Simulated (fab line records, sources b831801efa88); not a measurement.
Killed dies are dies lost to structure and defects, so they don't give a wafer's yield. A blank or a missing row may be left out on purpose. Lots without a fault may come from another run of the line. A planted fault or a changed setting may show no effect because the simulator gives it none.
Tool commonality check | flow sky130 | 12 lots, 36 wafers sampled

WHY IT WAS OPENED
At SKY_NWELL_OVL_MEAS_23 the reading NWELL_01_OVL is flagged on 2 of 12 lots. Wafers without a fault read 0.8 nm, standard deviation 1.2.
Rule: a lot is flagged when every wafer of it that has a number lies more than 4 standard deviations from that mean, or none has a number. The other lots count as sound.

lot  | measured     | on         | NWELL_01_OVL (nm), wafer by wafer | flag
L451 | day 5 07:32  | overlay-01 | 0.2 -0.5 -0.8                     |
L452 | day 5 14:59  | overlay-01 | -1.2 0.3 2.7                      |
L453 | day 5 23:12  | overlay-01 | 0.5 1.4 0.0                       |
L454 | day 6 02:41  | overlay-02 | 2.2 0.8 1.4                       |
L455 | day 6 08:17  | overlay-02 | 1.3 0.1 1.1                       |
L456 | day 6 12:56  | overlay-02 | 2.3 2.5 2.9                       |
L461 | day 7 21:02  | overlay-01 | -109.9 -109.6 -109.3              | FLAGGED
L463 | day 8 06:34  | overlay-01 | 0.7 2.6 1.4                       |
L465 | day 8 19:13  | overlay-02 | -110.0 -109.1 -110.2              | FLAGGED
L469 | day 9 17:59  | overlay-01 | 1.3 1.7 0.6                       |
L471 | day 10 11:31 | overlay-02 | 1.2 0.4 1.9                       |
L472 | day 10 15:14 | overlay-02 | -0.2 -0.1 -0.1                    |
The numbers of the flagged lots are -109.7 nm on average: -110.5 nm against the usual, or -92 standard deviations.

WHICH TOOL RAN EACH LOT
The record holds 2 process steps before the reading, out of a route of 708 steps. In each cell: the tool, then ch and the chambers that the sampled wafers went through, then the start.
lot  | flag    | SKY_FIELD_ISO_ETCH_17           | SKY_NWELL_EXPOSE_20
L451 |         | rie_si-02 ch 0,1,3, day 2 05:43 | iline_stepper-02 ch 0, day 4 23:17
L452 |         | rie_si-02 ch 2,3, day 2 10:45   | iline_stepper-02 ch 0, day 5 05:46
L453 |         | rie_si-01 ch 2,3, day 2 16:43   | iline_stepper-02 ch 0, day 5 14:05
L454 |         | rie_si-02 ch 0,1,3, day 2 21:00 | iline_stepper-02 ch 0, day 5 17:34
L455 |         | rie_si-02 ch 1,2,3, day 3 03:37 | iline_stepper-02 ch 0, day 5 23:35
L456 |         | rie_si-01 ch 1,2,3, day 3 07:18 | iline_stepper-02 ch 0, day 6 03:32
L461 | FLAGGED | rie_si-02 ch 1,2,3, day 4 09:29 | iline_stepper-01 ch 0, day 7 11:09
L463 |         | rie_si-01 ch 0,1,2, day 4 18:18 | iline_stepper-02 ch 0, day 7 21:26
L465 | FLAGGED | rie_si-01 ch 1,2,3, day 5 05:26 | iline_stepper-01 ch 0, day 8 09:23
L469 |         | rie_si-01 ch 0,3, day 6 02:32   | iline_stepper-02 ch 0, day 9 07:23
L471 |         | rie_si-02 ch 0,2,3, day 6 12:53 | iline_stepper-02 ch 0, day 10 00:47
L472 |         | rie_si-02 ch 0,1,3, day 6 18:04 | iline_stepper-02 ch 0, day 10 04:02
What these steps do:
- SKY_FIELD_ISO_ETCH_17: etches Si in HBr/Cl2/O2, target depth 342 nm, time 97.7 s.
- SKY_NWELL_EXPOSE_20: exposes mask NWM COMPLEMENT, target cd 840 nm.
- SKY_NWELL_OVL_MEAS_23

FLAGGED OVER TOTAL, TOOL BY TOOL (the gauges that took the reading come last)
step                  | tool             | lots run | flagged | share of the flagged lots | sound lots run after its first flagged lot
SKY_FIELD_ISO_ETCH_17 | rie_si-01        | 5        | 1       | some                      | 1 (L469)
SKY_FIELD_ISO_ETCH_17 | rie_si-02        | 7        | 1       | some                      | 2 (L471,L472)
SKY_NWELL_EXPOSE_20   | iline_stepper-01 | 2        | 2       | all                       | 0
SKY_NWELL_EXPOSE_20   | iline_stepper-02 | 10       | 0       | none                      | -
SKY_NWELL_OVL_MEAS_23 | overlay-01       | 6        | 1       | some                      | 2 (L463,L469)
SKY_NWELL_OVL_MEAS_23 | overlay-02       | 6        | 1       | some                      | 2 (L471,L472)

WHAT THE TABLE ALLOWS
1 row of the table ran every flagged lot: iline_stepper-01 at SKY_NWELL_EXPOSE_20.
- iline_stepper-01 at SKY_NWELL_EXPOSE_20: 2 of its 2 lots flagged. It ran no sound lot before its first flagged lot in this sample, so the start can't be narrowed down.
One tool is left: iline_stepper-01 at SKY_NWELL_EXPOSE_20.

WHAT THE SIMULATOR HAD PUT IN
Scanner matching overlay: iline_stepper-01, from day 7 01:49 on, at SKY_NWELL_EXPOSE_20. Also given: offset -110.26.
Lots struck among those shown: L461, L465. The rule above found the same.
